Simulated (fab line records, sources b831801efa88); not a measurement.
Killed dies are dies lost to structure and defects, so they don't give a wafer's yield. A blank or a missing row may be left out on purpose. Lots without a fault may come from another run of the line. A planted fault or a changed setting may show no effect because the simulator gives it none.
A sampling plan put to the test | flow gf180mcu | one fab line, 11 faults that these records tell of, each judged on the records of the lots that it struck
The plan is the line's own looks: the steps of the route at which a gauge or an inspection reads the wafer and doesn't change it. A look can be judged if struck wafers have a number there and the file gives its usual mean and standard deviation on fault-free wafers. Caught: at a look after the fault's first step, the mean of the struck wafers lies 4 or more of those standard deviations (sigma) from the usual mean. On the tool: the same test on the tool's own readings at the fault's steps. Another recipe on the struck wafers, or a record that is blank for them alone, also counts as caught.

THE FAULTS, as the simulator had put them in
1. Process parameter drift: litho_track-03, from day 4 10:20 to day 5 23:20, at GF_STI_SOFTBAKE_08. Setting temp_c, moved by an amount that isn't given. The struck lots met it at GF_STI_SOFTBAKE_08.
2. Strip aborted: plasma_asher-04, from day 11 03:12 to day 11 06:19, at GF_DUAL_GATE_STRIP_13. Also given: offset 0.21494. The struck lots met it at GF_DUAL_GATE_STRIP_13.
3. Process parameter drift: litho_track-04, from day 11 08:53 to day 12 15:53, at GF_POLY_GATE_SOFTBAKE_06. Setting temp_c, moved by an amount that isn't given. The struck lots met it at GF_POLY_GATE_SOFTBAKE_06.
4. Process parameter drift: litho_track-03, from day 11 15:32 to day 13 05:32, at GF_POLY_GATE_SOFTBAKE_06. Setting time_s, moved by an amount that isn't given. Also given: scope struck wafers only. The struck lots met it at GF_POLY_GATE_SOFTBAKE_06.
5. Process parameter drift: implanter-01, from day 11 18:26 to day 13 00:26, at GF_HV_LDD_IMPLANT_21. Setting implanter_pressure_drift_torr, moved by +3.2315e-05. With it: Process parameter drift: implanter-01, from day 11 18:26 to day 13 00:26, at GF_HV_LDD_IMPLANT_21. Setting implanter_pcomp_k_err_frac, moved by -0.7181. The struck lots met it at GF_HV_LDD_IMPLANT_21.
6. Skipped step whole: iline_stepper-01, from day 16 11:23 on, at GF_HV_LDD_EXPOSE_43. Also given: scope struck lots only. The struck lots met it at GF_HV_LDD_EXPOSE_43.
7. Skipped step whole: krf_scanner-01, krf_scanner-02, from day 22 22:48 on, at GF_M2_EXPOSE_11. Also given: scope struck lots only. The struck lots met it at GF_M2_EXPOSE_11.
8. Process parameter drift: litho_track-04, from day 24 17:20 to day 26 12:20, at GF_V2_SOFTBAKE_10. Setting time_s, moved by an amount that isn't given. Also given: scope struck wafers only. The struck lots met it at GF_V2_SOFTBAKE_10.
9. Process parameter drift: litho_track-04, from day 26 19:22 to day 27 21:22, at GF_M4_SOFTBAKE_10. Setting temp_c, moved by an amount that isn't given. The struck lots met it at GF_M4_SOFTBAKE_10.
10. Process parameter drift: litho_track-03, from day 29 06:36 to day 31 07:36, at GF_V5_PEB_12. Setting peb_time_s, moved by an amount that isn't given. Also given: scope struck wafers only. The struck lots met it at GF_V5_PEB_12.
11. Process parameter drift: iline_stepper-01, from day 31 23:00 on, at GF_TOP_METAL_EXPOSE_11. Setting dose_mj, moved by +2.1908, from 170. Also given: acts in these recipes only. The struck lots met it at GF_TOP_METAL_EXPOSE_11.

WHAT THE PLAN SAW
fault | on the tool itself                            | first look that catches it                   | reading, sigma | median hours from its first step to that look | hours from the fault's start to the first struck lot there | judged looks passed uncaught
1     | heater_power_total_W -43 sigma                | GF_STI_CD_MEAS_12                            | cd_nm +5.6     | 6.8                                           | 15                                                         | 0
2     | oes_product_au +29 sigma                      | not the one look that can be judged after it | -              | -                                             | -                                                          | 1
3     | heater_power_total_W +99 or beyond sigma      | GF_POLY_GATE_CD_MEAS_10                      | cd_nm -28      | 10.2                                          | 14                                                         | 0
4     | run_length_s +52 sigma                        | no look after it can be judged               | -              | -                                             | -                                                          | 0
5     | end_station_pressure_torr +99 or beyond sigma | no look after it can be judged               | -              | -                                             | -                                                          | 0
6     | no reading that can be judged                 | no look after it can be judged               | -              | -                                             | -                                                          | 0
7     | no reading that can be judged                 | no look after it can be judged               | -              | -                                             | -                                                          | 0
8     | heater_power_total_W +53 sigma                | not the one look that can be judged after it | -              | -                                             | -                                                          | 1
9     | heater_power_total_W -99 or beyond sigma      | GF_M4_CD_MEAS_14                             | cd_nm +13      | 10.2                                          | 14                                                         | 0
10    | heater_power_total_W +14 sigma                | no look after it can be judged               | -              | -                                             | -                                                          | 0
11    | exposure_dose_mJ_cm2 +11 sigma                | not the one look that can be judged after it | -              | -                                             | -                                                          | 1
A dash: the fault isn't caught, or these records don't give the number.

Caught at a look: 3 of 11. Caught on the tool: 9 of 11. By one or the other: 9 of 11.
Caught on the tool alone: faults 2, 4, 5, 8, 10, 11.
Caught by neither: faults 6, 7.

THINNER SAMPLING
If the look that catches a fault measured only every second or every third lot, by lot number, the first struck lot would be measured this late in the worst case:
fault | struck lots at that look, in order of time | every lot | every second lot | every third lot
1     | L850, L852                                 | 15 h      | may miss all 2   | may miss all 2
3     | L783, L786                                 | 14 h      | 30 h             | may miss all 2
9     | L969, L971                                 | 14 h      | may miss all 2   | may miss all 2
Hours are from the fault's start to the first struck lot that is measured. The limit of 4 sigma was tested on all struck wafers together, so one lot alone may lie under it. Other struck lots may not be in these records.

THE LONGEST TIMED WAY FROM STEP TO LOOK
Fault 9: a median of 10.2 hours passes between GF_M4_SOFTBAKE_10 and GF_M4_CD_MEAS_14. No look between them can be judged.
